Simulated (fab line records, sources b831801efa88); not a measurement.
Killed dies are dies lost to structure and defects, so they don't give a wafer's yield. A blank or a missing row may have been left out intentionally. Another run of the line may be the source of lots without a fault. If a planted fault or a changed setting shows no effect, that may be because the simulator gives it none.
fab line records -- flow sky130
record lots=11, wafers=33, last_day=51
route steps=708 shown FIELD_ISO@5 DNWELL@43 PWDE@54 NWELL@64
lots that met no fault: taken from a fault-free run of the same line
start_h: start of the lot's first displayed wafer, in hours after the record's first day -- wait_h: how many hours have passed since the lot's step before this one -- " as in the row above -- L1.1+2: several wafers, shown together as one row -- - either no value or no given start -- * or withheld: withheld -- < > ~ a bound
route shown NAME@n: NAME is a module with steps in the file, n the number in the route of the first one -- usual: mean/standard deviation taken from wafers without a fault -- same: alike in all rows -- chamber/n: place in a boat -- sites: the reading at each site -- _std_site: the values' standard deviation -- _edge_site: outer sites' mean less inner sites' -- radius_mm: how far each site lies from the wafer's centre -- mask NAME#n: copy n -- behind: tool/chamber where the wafer was last shaped -- hold: why the lot went on hold/how many hours it stayed there/how the hold came to an end -- device: names the non-switching transistor (n, p or np) -- end of line: the same wafers' tests at the end of the route -- a step with no rows: only its recipe -- killed: not the wafer's yield, but the dies lost to structure and defects at the first sort -- map: per-die view of a wafer (x killed, . not killed, _ where there is no die)
set.NAME: the setting as run; set.NAME@STEP: as run at that earlier step -- model.NAME: the simulator's own value behind a step, which no gauge read
one table for each step of the route and one row for each wafer, over a sample of lots
services: when a tool's chamber went out of use (start_h, in hours from the record's first day, below 0 if earlier), for how many hours, and the reason
## steps
# step SKY_FIELD_ISO_THK_MEAS_04
# recipe reads=Si3N4_of_FIELD_ISO_CVD_03
# usual FIELD_ISO_CVD_03_THK=166.1/1.6
lot.wafer,tool,chamber,start_h,wait_h,FIELD_ISO_CVD_03_THK[nm]
L490.1,film_metro-02,-,15.77,0.0,163.1
L490.3,film_metro-02,-,15.77,0.0,163.4
L490.5,film_metro-02,-,15.77,0.0,163.8
L495.1,film_metro-02,-,38.96,0.0,163.5
L495.3,film_metro-02,-,38.96,0.0,162.5
L495.5,film_metro-02,-,38.96,0.0,162.8
L498.2,film_metro-04,-,53.58,0.0,165.9
L498.3,film_metro-04,-,53.58,0.0,165.0
L498.4,film_metro-04,-,53.58,0.0,166.0
L499.1,film_metro-01,-,59.35,0.0,168.4
L499.4,film_metro-01,-,59.35,0.0,168.3
L499.6,film_metro-01,-,59.35,0.0,168.7
L500.4,film_metro-02,-,63.51,0.0,162.8
L500.5,film_metro-02,-,63.51,0.0,163.5
L500.6,film_metro-02,-,63.51,0.0,162.4
L501.2,film_metro-02,-,71.70,0.0,166.8
L501.4,film_metro-02,-,71.70,0.0,166.4
L501.6,film_metro-02,-,71.70,0.0,167.8
L503.2,film_metro-01,-,79.09,0.0,166.9
L503.5,film_metro-01,-,79.09,0.0,167.1
L503.6,film_metro-01,-,79.09,0.0,166.8
L506.1,film_metro-04,-,97.87,0.0,167.5
L506.5,film_metro-04,-,97.87,0.0,167.9
L506.6,film_metro-04,-,97.87,0.0,168.3
L510.2,film_metro-01,-,115.73,0.0,168.2
L510.3,film_metro-01,-,115.73,0.0,167.5
L510.5,film_metro-01,-,115.73,0.0,168.0
L511.1,film_metro-04,-,121.12,0.0,165.7
L511.2,film_metro-04,-,121.12,0.0,165.8
L511.5,film_metro-04,-,121.12,0.0,166.0
L513.1,film_metro-02,-,129.07,0.0,166.1
L513.2,film_metro-02,-,129.07,0.0,165.4
L513.6,film_metro-02,-,129.07,0.0,164.5
# step SKY_DNWELL_STRIP_08
# recipe chemistry=O2/N2, power_w=1400, pressure_mtorr=1500, platen_temp_c=withheld, o2_flow_sccm=3000, n2_flow_sccm=300, overash_fraction=0.5
# usual drypump_motor_current_A=5.6/0.34, n2_flow_sccm=300.0/0.94, oes_product_au=0.722/0.0047, strip_time_to_endpoint_s=36.91/0.1
lot.wafer,tool,chamber,start_h,wait_h,drypump_motor_current_A,n2_flow_sccm,oes_product_au,rf_hours_counter_h,strip_time_to_endpoint_s
L490.1,plasma_asher-03,1,55.28,0.1,5.5,299.3,0.720,24,36.94
L490.3,plasma_asher-03,1,55.28,0.1,5.5,300.5,0.721,-,36.78
L490.5,plasma_asher-03,0,55.28,0.1,5.9,300.1,0.720,-,36.86
L495.1,plasma_asher-04,1,78.09,0.1,5.6,299.4,0.722,38,36.86
L495.3,plasma_asher-04,1,78.09,0.1,5.6,299.5,0.726,-,36.86
L495.5,plasma_asher-04,1,78.09,0.1,5.6,300.5,0.714,-,36.85
L498.2,plasma_asher-01,1,98.39,0.1,5.9,298.1,0.730,43,36.80
L498.3,plasma_asher-01,1,98.39,0.1,5.9,299.1,0.727,-,36.87
L498.4,plasma_asher-01,0,98.39,0.1,4.8,300.0,0.721,-,36.82
L499.1,plasma_asher-01,0,104.19,0.1,4.7,301.3,0.719,43,36.98
L499.4,plasma_asher-01,1,104.19,0.1,5.9,300.9,0.725,-,36.95
L499.6,plasma_asher-01,1,104.19,0.1,5.9,300.6,0.732,-,36.93
L500.4,plasma_asher-03,0,114.16,0.1,5.9,301.9,0.721,-,36.84
L500.5,plasma_asher-03,1,114.16,0.1,5.4,299.1,0.720,-,36.85
L500.6,plasma_asher-03,0,114.16,0.1,6.0,301.5,0.721,-,36.80
L501.2,plasma_asher-04,1,121.99,0.1,5.6,300.3,0.726,43,36.86
L501.4,plasma_asher-04,1,121.99,0.1,5.6,300.3,0.720,-,36.89
L501.6,plasma_asher-04,0,121.99,0.1,5.7,300.7,0.721,-,36.84
L503.2,plasma_asher-04,1,125.69,0.1,5.6,300.2,0.721,43,36.83
L503.5,plasma_asher-04,0,125.69,0.1,5.7,302.2,0.726,-,36.82
L503.6,plasma_asher-04,1,125.69,0.1,5.6,298.6,0.728,-,36.92
L506.1,plasma_asher-04,0,141.74,0.1,5.8,299.3,0.719,44,37.02
L506.5,plasma_asher-04,0,141.74,0.1,5.7,298.8,0.712,-,37.08
L506.6,plasma_asher-04,1,141.74,0.1,5.6,300.5,0.720,-,37.06
L510.2,plasma_asher-01,0,160.39,0.1,4.7,299.7,0.721,4,36.78
L510.3,plasma_asher-01,0,160.39,0.1,4.7,300.3,0.722,-,36.89
L510.5,plasma_asher-01,1,160.39,0.1,5.9,298.9,0.731,-,36.75
L511.1,plasma_asher-04,1,168.53,0.1,5.6,298.1,0.720,47,36.93
L511.2,plasma_asher-04,0,168.53,0.1,5.8,299.1,0.721,47,36.92
L511.5,plasma_asher-04,0,168.53,0.1,5.8,300.2,0.723,-,36.90
L513.1,plasma_asher-03,0,177.33,0.1,5.9,300.5,0.720,36,36.90
L513.2,plasma_asher-03,1,177.33,0.1,5.4,300.4,0.719,36,36.82
L513.6,plasma_asher-03,0,177.33,0.1,5.9,299.9,0.719,-,36.89
# step SKY_PWDE_STRIP_09
# recipe chemistry=O2/N2, power_w=1400, pressure_mtorr=1500, platen_temp_c=withheld, o2_flow_sccm=3000, n2_flow_sccm=300, overash_fraction=0.5
# usual drypump_motor_current_A=5.59/0.19, n2_flow_sccm=300.0/0.89, oes_product_au=0.723/0.0046, strip_time_to_endpoint_s=36.95/0.098
lot.wafer,tool,chamber,start_h,wait_h,drypump_motor_current_A,n2_flow_sccm,oes_product_au,rf_hours_counter_h,strip_time_to_endpoint_s
L490.1,plasma_asher-04,0,72.57,0.1,5.76,298.7,0.722,37,37.10
L490.3,plasma_asher-04,0,72.57,0.1,5.76,300.3,0.725,-,36.92
L490.5,plasma_asher-04,1,72.57,0.1,5.65,299.7,0.719,-,36.91
L495.1,plasma_asher-02,0,94.87,0.1,5.58,300.8,0.721,39,36.92
L495.3,plasma_asher-02,0,94.87,0.1,5.59,301.8,0.727,-,36.89
L495.5,plasma_asher-02,1,94.87,0.1,5.31,298.7,0.729,-,37.01
L498.2,plasma_asher-02,0,116.12,0.1,5.60,300.1,0.718,41,36.70
L498.3,plasma_asher-02,0,116.12,0.1,5.59,300.4,0.723,-,36.81
L498.4,plasma_asher-02,1,116.12,0.1,5.34,299.8,0.724,-,36.83
L499.1,plasma_asher-03,0,120.77,0.1,5.95,300.5,0.716,31,36.75
L499.4,plasma_asher-03,0,120.77,0.1,5.94,298.8,0.715,-,36.84
L499.6,plasma_asher-03,0,120.77,0.1,5.91,299.2,0.718,-,36.87
L500.4,plasma_asher-02,1,133.06,0.1,5.31,299.4,0.724,-,36.97
L500.5,plasma_asher-02,1,133.06,0.1,5.31,299.7,0.718,-,36.99
L500.6,plasma_asher-02,0,133.06,0.1,5.58,300.8,0.724,-,36.96
L501.2,plasma_asher-04,1,140.27,0.1,5.62,300.5,0.728,44,37.01
L501.4,plasma_asher-04,1,140.27,0.1,5.63,300.6,0.721,-,37.00
L501.6,plasma_asher-04,1,140.27,0.1,5.65,299.5,0.735,-,36.98
L503.2,plasma_asher-02,0,145.02,0.1,5.60,297.9,0.719,44,37.12
L503.5,plasma_asher-02,1,145.02,0.1,5.32,300.1,0.724,-,37.09
L503.6,plasma_asher-02,0,145.02,0.1,5.59,299.5,0.724,-,36.98
L506.1,plasma_asher-03,1,161.47,0.1,5.50,300.7,0.723,35,36.93
L506.5,plasma_asher-03,0,161.47,0.1,5.93,300.5,0.717,-,36.95
L506.6,plasma_asher-03,1,161.47,0.1,5.49,302.1,0.719,-,36.97
L510.2,plasma_asher-04,1,181.17,0.1,5.63,301.1,0.726,48,37.00
L510.3,plasma_asher-04,0,181.17,0.1,5.75,300.9,0.728,-,37.07
L510.5,plasma_asher-04,0,181.17,0.1,5.76,300.6,0.728,-,37.09
L511.1,plasma_asher-03,0,188.87,0.1,5.92,300.0,0.723,37,36.91
L511.2,plasma_asher-03,1,188.87,0.1,5.50,299.8,0.721,37,37.03
L511.5,plasma_asher-03,0,188.87,0.1,5.93,298.9,0.711,-,36.93
L513.1,plasma_asher-02,1,198.27,0.1,5.33,299.1,0.718,49,37.01
L513.2,plasma_asher-02,0,198.27,0.1,5.58,298.8,0.717,49,37.00
L513.6,plasma_asher-02,0,198.27,0.1,5.57,300.2,0.719,-,36.96
# step SKY_NWELL_IMPLANT_11
# recipe species=P, energy_kev=400, dose_cm2=1.9e+13, tilt_deg=withheld
# usual dose_ions_cm2=1.8994e+13/2.1e+10, faraday_current_uA=107.2/1.9
# same implant_ion_amu=31
lot.wafer,tool,chamber,start_h,wait_h,dose_ions_cm2,faraday_current_uA
L490.1,implanter-02,0,89.42,0.0,1.8966e+13,106.2
L490.3,implanter-02,0,89.42,0.0,1.8969e+13,106.7
L490.5,implanter-02,0,89.42,0.0,1.8968e+13,105.4
L495.1,implanter-01,0,111.82,0.0,1.899e+13,106.5
L495.3,implanter-01,0,111.82,0.0,1.9027e+13,104.4
L495.5,implanter-01,0,111.82,0.0,1.9005e+13,108.3
L498.2,implanter-02,0,133.85,0.0,2.8061e+13,150.0
L498.3,implanter-02,0,133.85,0.0,2.806e+13,160.4
L498.4,implanter-02,0,133.85,0.0,2.804e+13,158.0
L499.1,implanter-02,0,139.42,0.0,2.8055e+13,160.4
L499.4,implanter-02,0,139.42,0.0,2.805e+13,155.0
L499.6,implanter-02,0,139.42,0.0,2.8051e+13,151.1
L500.4,implanter-02,0,152.94,0.1,2.7998e+13,158.3
L500.5,implanter-02,0,152.94,0.1,2.802e+13,159.5
L500.6,implanter-02,0,152.94,0.1,2.8012e+13,158.8
L501.2,implanter-01,0,160.65,0.0,1.902e+13,106.4
L501.4,implanter-01,0,160.65,0.0,1.8999e+13,108.5
L501.6,implanter-01,0,160.65,0.0,1.9003e+13,109.1
L503.2,implanter-01,0,165.15,0.0,1.8987e+13,108.0
L503.5,implanter-01,0,165.15,0.0,1.8991e+13,111.0
L503.6,implanter-01,0,165.15,0.0,1.9026e+13,104.9
L506.1,implanter-04,0,182.42,0.0,1.8988e+13,107.5
L506.5,implanter-04,0,182.42,0.0,1.9007e+13,106.7
L506.6,implanter-04,0,182.42,0.0,1.8994e+13,107.2
L510.2,implanter-01,0,202.05,0.0,1.8999e+13,108.0
L510.3,implanter-01,0,202.05,0.0,1.9e+13,102.6
L510.5,implanter-01,0,202.05,0.0,1.8965e+13,106.8
L511.1,implanter-02,0,209.47,0.0,1.8967e+13,106.0
L511.2,implanter-02,0,209.47,0.0,1.9009e+13,106.1
L511.5,implanter-02,0,209.47,0.0,1.9041e+13,108.0
L513.1,implanter-04,0,219.62,0.0,1.8999e+13,108.6
L513.2,implanter-04,0,219.62,0.0,1.9013e+13,105.3
L513.6,implanter-04,0,219.62,0.0,1.8982e+13,105.9
# step SKY_NWELL_TW_MEAS_15
# usual NWELL_TW=1822/18
lot.wafer,tool,chamber,start_h,wait_h,NWELL_TW
L490.1,film_metro-01,-,89.97,0.1,1824
L490.3,film_metro-01,-,89.97,0.1,1834
L490.5,film_metro-01,-,89.97,0.1,1827
L495.1,film_metro-03,-,112.37,0.1,1792
L495.3,film_metro-03,-,112.37,0.1,1796
L495.5,film_metro-03,-,112.37,0.1,1793
L498.2,film_metro-01,-,134.38,0.1,2073
L498.3,film_metro-01,-,134.38,0.1,2071
L498.4,film_metro-01,-,134.38,0.1,2074
L499.1,film_metro-04,-,139.97,0.1,2071
L499.4,film_metro-04,-,139.97,0.1,2062
L499.6,film_metro-04,-,139.97,0.1,2069
L500.4,film_metro-04,-,153.45,0.1,2067
L500.5,film_metro-04,-,153.45,0.1,2065
L500.6,film_metro-04,-,153.45,0.1,2069
L501.2,film_metro-04,-,161.18,0.1,1831
L501.4,film_metro-04,-,161.18,0.1,1838
L501.6,film_metro-04,-,161.18,0.1,1825
L503.2,film_metro-04,-,165.68,0.1,1833
L503.5,film_metro-04,-,165.68,0.1,1833
L503.6,film_metro-04,-,165.68,0.1,1828
L506.1,film_metro-03,-,182.97,0.1,1786
L506.5,film_metro-03,-,182.97,0.1,1796
L506.6,film_metro-03,-,182.97,0.1,1795
L510.2,film_metro-04,-,202.58,0.1,1826
L510.3,film_metro-04,-,202.58,0.1,1808
L510.5,film_metro-04,-,202.58,0.1,1826
L511.1,film_metro-03,-,210.02,0.1,1793
L511.2,film_metro-03,-,210.02,0.1,1788
L511.5,film_metro-03,-,210.02,0.1,1791
L513.1,film_metro-03,-,220.17,0.1,1798
L513.2,film_metro-03,-,220.17,0.1,1797
L513.6,film_metro-03,-,220.17,0.1,1804
# step SKY_NWELL_RS_MEAS_29
# recipe thk_meas_gauge=four-point-probe
# usual NWELL_RS=624.8/1.5
lot.wafer,tool,chamber,start_h,wait_h,NWELL_RS[ohm/sq]
L490.1,film_metro-04,-,107.09,0.1,626.4
L490.3,film_metro-04,-,107.09,0.1,627.7
L490.5,film_metro-04,-,107.09,0.1,624.4
L495.1,film_metro-03,-,130.18,0.1,624.5
L495.3,film_metro-03,-,130.18,0.1,623.5
L495.5,film_metro-03,-,130.18,0.1,623.7
L498.2,film_metro-04,-,154.65,0.1,507.9
L498.3,film_metro-04,-,154.65,0.1,507.5
L498.4,film_metro-04,-,154.65,0.1,507.7
L499.1,film_metro-04,-,160.38,0.1,505.3
L499.4,film_metro-04,-,160.38,0.1,505.3
L499.6,film_metro-04,-,160.38,0.1,506.3
L500.4,film_metro-01,-,174.00,0.1,505.5
L500.5,film_metro-01,-,174.00,0.1,506.9
L500.6,film_metro-01,-,174.00,0.1,505.4
L501.2,film_metro-01,-,182.50,0.1,625.0
L501.4,film_metro-01,-,182.50,0.1,624.3
L501.6,film_metro-01,-,182.50,0.1,627.0
L503.2,film_metro-04,-,186.35,0.1,625.8
L503.5,film_metro-04,-,186.35,0.1,627.2
L503.6,film_metro-04,-,186.35,0.1,625.9
L506.1,film_metro-04,-,203.49,0.1,625.8
L506.5,film_metro-04,-,203.49,0.1,624.5
L506.6,film_metro-04,-,203.49,0.1,624.0
L510.2,film_metro-04,-,225.15,0.1,626.5
L510.3,film_metro-04,-,225.15,0.1,626.8
L510.5,film_metro-04,-,225.15,0.1,625.9
L511.1,film_metro-01,-,233.53,0.1,624.2
L511.2,film_metro-01,-,233.53,0.1,624.2
L511.5,film_metro-01,-,233.53,0.1,624.5
L513.1,film_metro-03,-,243.93,0.1,624.8
L513.2,film_metro-03,-,243.93,0.1,624.8
L513.6,film_metro-03,-,243.93,0.1,625.7
## services
tool,chamber,start_h,hours,kind
implanter-01,-,39.73,0.5,repair
implanter-04,-,41.02,2.6,pm
plasma_asher-03,-,60.10,0.7,repair
plasma_asher-01,-,62.74,7.6,repair
plasma_asher-01,-,108.75,9.0,pm
plasma_asher-01,0,108.75,9.0,vent_cycle
plasma_asher-01,1,108.75,9.0,vent_cycle
implanter-04,-,111.22,1.6,repair
plasma_asher-01,0,117.75,-,clean
plasma_asher-01,1,117.75,-,clean
implanter-01,-,150.38,5.6,pm
implanter-04,-,187.24,8.6,repair
plasma_asher-02,-,188.66,0.8,repair
implanter-04,-,197.06,4.2,pm
## key
first_sign step=SKY_NWELL_IMPLANT_11, reading=dose_ions_cm2, direction=up, sigmas=99+, usual=*, struck=*
effect step=SKY_NWELL_IMPLANT_11, reading=faraday_current_uA, direction=up, sigmas=26, usual=107.2, struck=156.8
effect step=SKY_NWELL_TW_MEAS_15, reading=NWELL_TW, direction=up, sigmas=14, usual=1822, struck=2069
effect step=SKY_NWELL_RS_MEAS_29, reading=NWELL_RS, direction=down, sigmas=77, usual=624.8, struck=506.4
met_at SKY_NWELL_IMPLANT_11
struck_lots L498,L499,L500
tester_left_out L498,L499,L500
not_acting_at SKY_FIELD_ISO_THK_MEAS_04,SKY_DNWELL_STRIP_08,SKY_PWDE_STRIP_09
onset_between 89.42 133.85
fault kind=process_parameter_drift, tool=implanter-02, chamber=-, onset_h=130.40, steps=SKY_NWELL_IMPLANT_11, channel=dose_cm2, offset=*, shape=step, end_h=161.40, acts_in=*, stated=*
# tester_left_out: of these lots the tester's yield and bins aren't shown, on N5 and GAA mostly nor the transistor test; their killed dies are dies lost to structure and defects alone, not to doping, threshold or leakage, so they don't give the yield
